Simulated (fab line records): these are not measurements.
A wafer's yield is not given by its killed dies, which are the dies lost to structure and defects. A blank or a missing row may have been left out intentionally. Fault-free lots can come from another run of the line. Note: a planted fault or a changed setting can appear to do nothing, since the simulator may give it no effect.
Matching of chambers / flow sky130 / rie-diel-03 running SKY_POLY_GATE_ETCH_16: 4 sister chambers
The step etches Si3N4 in CH3F/O2, stops on poly-Si, time 147.5 s, target depth 75 nm. 8 wafers are shown with their chamber, then 7 later ones without.

WAFERS PAIRED WITH THEIR CHAMBERS
wafer=L154.3; chamber=3; drypump-motor-current-A (A)=5.91; throttle-valve-pct (%)=10.518
wafer=L155.5; chamber=3; drypump-motor-current-A (A)=5.91; throttle-valve-pct (%)=10.520
wafer=L158.2; chamber=1; drypump-motor-current-A (A)=6.24; throttle-valve-pct (%)=10.539
wafer=L160.2; chamber=0; drypump-motor-current-A (A)=5.66; throttle-valve-pct (%)=10.537
wafer=L160.4; chamber=2; drypump-motor-current-A (A)=5.85; throttle-valve-pct (%)=10.521
wafer=L160.6; chamber=0; drypump-motor-current-A (A)=5.68; throttle-valve-pct (%)=10.526
wafer=L164.1; chamber=1; drypump-motor-current-A (A)=6.22; throttle-valve-pct (%)=10.530
wafer=L164.3; chamber=2; drypump-motor-current-A (A)=5.94; throttle-valve-pct (%)=10.529

WAFERS MISSING THEIR CHAMBER
wafer=L164.6; drypump-motor-current-A (A)=5.89; throttle-valve-pct (%)=10.556
wafer=L167.3; drypump-motor-current-A (A)=6.25; throttle-valve-pct (%)=10.537
wafer=L167.5; drypump-motor-current-A (A)=5.65; throttle-valve-pct (%)=10.527
wafer=L167.6; drypump-motor-current-A (A)=5.92; throttle-valve-pct (%)=10.527
wafer=L172.1; drypump-motor-current-A (A)=5.92; throttle-valve-pct (%)=10.537
wafer=L172.4; drypump-motor-current-A (A)=6.24; throttle-valve-pct (%)=10.520
wafer=L172.6; drypump-motor-current-A (A)=5.89; throttle-valve-pct (%)=10.535

EACH ONE'S CHAMBER
wafer=L164.6; from the rows above=can't be placed: 2 or 3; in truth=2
wafer=L167.3; from the rows above=1; in truth=1
wafer=L167.5; from the rows above=0; in truth=0
wafer=L167.6; from the rows above=can't be placed: 2 or 3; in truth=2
wafer=L172.1; from the rows above=can't be placed: 2 or 3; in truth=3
wafer=L172.4; from the rows above=1; in truth=1
wafer=L172.6; from the rows above=can't be placed: 2 or 3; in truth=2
3 of 7 placed correctly. From these rows, 4 cannot be placed; in 4 the true chamber is one of the candidates. 0 placed wrongly.
How it was worked out, from the rows above alone: a wafer's distance from a chamber is the root of the sum, over the readings, of the square of ((its reading less the chamber's mean) divided by the reading's scatter). If the next closest chamber is less than 2 further off than the closest, the wafer can't be placed; otherwise it belongs to the closest. For every chamber, the mean is computed from those of its wafers that are shown. The scatter: the root of (the sum of the squares of (reading less its chamber's mean) over the shown wafers, divided by (wafers less chambers)).
